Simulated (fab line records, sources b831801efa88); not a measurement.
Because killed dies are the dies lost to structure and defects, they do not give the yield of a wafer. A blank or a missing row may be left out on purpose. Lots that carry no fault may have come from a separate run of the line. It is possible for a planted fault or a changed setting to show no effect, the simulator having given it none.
Struck lot and sound lot, side by side || flow sky130 || 15 steps out of a route of 708
Sound: wafers L169.3, L169.4, L169.6. The struck wafers were L185.1, L185.3, L185.4. The cause is given at the end.
Each step with rows lists, per side, the tool, then ch with its chambers, then its first start. Under that, the readings that differ: sound wafers || struck wafers || difference of the means || sigmas: that difference in standard deviations of wafers without a fault.
alike: readings whose means differ by less than 2 such deviations, and words and numbers that are the same on both sides. not compared: withheld readings, readings that some wafer has no value for, bounds like >300 that may hide the same value, and numbers for which the record gives no deviation and whose values overlap.
Wherever a step has rows on one side only, a row that says differs or no value, or a row with sigmas, the two part there. Numbers that don't overlap but have no deviation are shown without sigmas and don't part them. A reading that every wafer of one side lacks parts them only if that side has two wafers or more.

first, 4 steps without rows for these wafers: SKY_FIELD_ISO_SOFTBAKE_09 (time 90 s); SKY_FIELD_ISO_EXPOSE_10 (exposes mask FOM, target cd 150 nm); SKY_FIELD_ISO_PEB_11; SKY_FIELD_ISO_DEVELOP_12 (develop time 60 s).
SKY_FIELD_ISO_CD_MEAS_13 targets a cd of 150 nm.
  struck on cd_sem-02, day 6 06:20; sound on cd_sem-02, day 2 20:11
{"reading": "cd_nm (nm)", "sound": "152.0 152.9 152.4", "struck": "149.3 150.0 148.1", "difference": -3.3, "sigmas": -3}
SKY_FIELD_ISO_ETCH_14: etches BARC in N2/H2, stops on SiO2, time 45.9 s, target depth 60 nm.
  sound on rie_diel-02 ch 1,2,3, day 2 20:16; struck on rie_diel-02 ch 0,2,3, day 6 06:27
  alike: chamber_pressure_mTorr, drypump_motor_current_A, oes_product_au, run_length_s, throttle_valve_pct
  not compared: rf_hours_counter_h
SKY_FIELD_ISO_ETCH_15: etches the open film in CHF3/O2, stops on Si, target depth 180 nm, time 72 s.
  sound on rie_diel-02 ch 1,2,3, day 2 20:19; struck on rie_diel-02 ch 0,2,3, day 6 06:30
  alike: chamber_pressure_mTorr, drypump_motor_current_A, oes_product_au, run_length_s, throttle_valve_pct
  not compared: rf_hours_counter_h
SKY_FIELD_ISO_STRIP_16: strips in O2/N2.
  sound on plasma_asher-02 ch 0,1, day 2 20:24; struck on plasma_asher-04 ch 0,1, day 6 06:33
  alike: chamber_pressure_mTorr, drypump_motor_current_A, oes_product_au, strip_time_to_endpoint_s
  not compared: rf_hours_counter_h
SKY_FIELD_ISO_ETCH_17: etches Si in HBr/Cl2/O2, target depth 342 nm, time 97.7 s.
  sound on rie_si-02 ch 0,1, day 2 20:28; struck on rie_si-02 ch 1,2,3, day 6 06:39
  alike: chamber_pressure_mTorr, drypump_motor_current_A, oes_product_au, run_length_s, throttle_valve_pct
  not compared: rf_hours_counter_h
then, 3 steps without rows for these wafers: SKY_FIELD_ISO_WET_ETCH_18 (etches Si3N4 in H3PO4, target depth 25 nm, time 286 s); SKY_FIELD_ISO_CLEAN_19 (cleans in SC1/SC2, time 150 s); SKY_FIELD_ISO_CLEAN_20 (cleans in dHF, time 20 s).
SKY_FIELD_ISO_WET_ETCH_21: etches SiO2 in dHF, target depth 20 nm, time 400 s.
  sound on wet_bench-01 ch 3, day 2 20:41; struck on wet_bench-01 ch 1, day 6 06:53
{"reading": "run_length_s (s)", "sound": "425 425 425", "struck": "387 387 387", "difference": -38, "sigmas": -12}
then, 1 step without rows for these wafers: SKY_FIELD_ISO_OXIDATION_22 (stabilise 600 s, purge 300 s, target thk 10 nm).
-- here the record skips 44 days between the struck wafers' starts before and after, leaving off in module FIELD_ISO and picking up in module PAD_OPEN (first step shown: number 708 of the route) --
SKY_PAD_OPEN_PROBE_99:
  struck on prober-02, day 50 08:10; sound on prober-01, day 46 10:59
{"reading": "killed_at_front_end", "sound": "9 8 8", "struck": "23 16 15", "difference": "+10", "sigmas": "+2"}
  alike: killed_at_M0_to_M3, killed_at_M4_up, killed_at_contacts, killed_at_other, killed_dies, killed_open, killed_short

WHERE THEY PART
Earliest at SKY_FIELD_ISO_CD_MEAS_13; latest, in this record, at SKY_PAD_OPEN_PROBE_99.

WHY: what had been put in by the simulator
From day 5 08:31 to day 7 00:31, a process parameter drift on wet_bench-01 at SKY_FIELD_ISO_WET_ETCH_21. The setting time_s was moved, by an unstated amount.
